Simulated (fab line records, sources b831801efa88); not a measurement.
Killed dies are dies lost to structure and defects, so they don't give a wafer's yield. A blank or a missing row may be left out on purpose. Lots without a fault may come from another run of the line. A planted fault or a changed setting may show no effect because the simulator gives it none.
Which tool did it? | flow sky130 | 7 lots, 21 wafers sampled, at 1 step of a route of 708

WHAT THE GAUGES READ, wafer by wafer
SKY_CAPM_THK_MEAS_01.
lot  | measured     | on            | CAPM_CVD_00_THK (nm)
L242 | day 37 22:47 | film_metro-02 | 15.02 15.50 15.37
L250 | day 39 15:31 | film_metro-02 | 15.34 15.45 15.66
L252 | day 40 14:07 | film_metro-04 | 15.61 15.83 15.60
L253 | day 40 22:07 | film_metro-02 | 15.01 15.52 15.76
L255 | day 42 00:26 | film_metro-04 | 15.19 15.02 15.52
L258 | day 42 03:08 | film_metro-02 | 15.22 15.33 15.49
L261 | day 42 17:53 | film_metro-04 | 15.36 15.55 15.74

WHICH TOOL RAN EACH LOT (tool, then ch and the chambers of the sampled wafers, then the start)
The record holds no process step before these readings.

THE ANSWER, worked out from the rows above alone
Rule: what is usual is taken from the lots themselves. Put in order of their means at a reading, lots are off if they are a third of the lots or fewer, leave a main group of 4 or more, and stand apart from it by a gap of 3 or more times the standard deviation of the main group's means; of several such gaps the widest counts. A main group whose means are all the same, to the digits that the tables above print for the reading, isn't used. A lot without any number at a reading at which 4 lots or more have one is off too. The other lots that the step has rows for count as sound.
No lot is off at any reading shown: from this, nothing can be told.

WHAT THE SIMULATOR HAD PUT IN
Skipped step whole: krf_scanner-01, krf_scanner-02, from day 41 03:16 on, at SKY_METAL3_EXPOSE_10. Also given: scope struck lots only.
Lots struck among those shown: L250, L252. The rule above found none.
